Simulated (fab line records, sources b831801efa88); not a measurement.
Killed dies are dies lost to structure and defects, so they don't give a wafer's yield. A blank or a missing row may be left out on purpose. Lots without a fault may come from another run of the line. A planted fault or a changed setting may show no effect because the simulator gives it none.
Chamber matching | flow sky130 | SKY_VIA2_CMP_24 on cmp-01: 4 sister chambers
The step polishes, stops on SiO2, t overpolish 20 s, target thk 0 nm. 8 wafers are shown with their chamber, then 7 later ones without.

WAFERS WITH THEIR CHAMBER
wafer  | chamber | motor_current_A (A) | time_to_endpoint_s (s)
L619.6 | 2       | 9.7                 | 103
L622.3 | 2       | 9.7                 | 103
L622.5 | 3       | 11.6                | 99
L628.3 | 1       | 12.6                | 94
L628.4 | 0       | 9.9                 | 103
L628.5 | 1       | 11.8                | 98
L632.1 | 0       | 10.7                | 100
L632.3 | 3       | 11.9                | 97

WAFERS WITHOUT THEIR CHAMBER
wafer  | motor_current_A (A) | time_to_endpoint_s (s)
L632.5 | 9.5                 | 102
L633.2 | 12.1                | 101
L633.3 | 12.1                | 93
L633.5 | 12.4                | 106
L634.1 | 11.9                | 105
L634.2 | 9.7                 | 106
L634.4 | 10.4                | 106

WHICH CHAMBER EACH WENT THROUGH
wafer  | from the rows above               | in truth
L632.5 | can't be placed: 2 or 0           | 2
L633.2 | can't be placed: 3 or 1           | 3
L633.3 | can't be placed: 1 or 3           | 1
L633.5 | can't be placed: 3 or 1 or 0      | 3
L634.1 | can't be placed: 3 or 0 or 1 or 2 | 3
L634.2 | can't be placed: 2 or 0           | 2
L634.4 | can't be placed: 2 or 0           | 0
Placed correctly: 0 of 7. Can't be placed from these rows: 7 (the true chamber is among the candidates in 7). Placed wrongly: 0.
How it was worked out, from the rows above alone: a wafer's distance from a chamber is the root of the sum, over the readings, of the square of ((its reading less the chamber's mean) divided by the reading's scatter). The wafer belongs to the nearest chamber; if the next one is less than 2 further off, it can't be placed. A chamber's mean is the mean of its shown wafers. The scatter: the root of (the sum of the squares of (reading less its chamber's mean) over the shown wafers, divided by (wafers less chambers)).
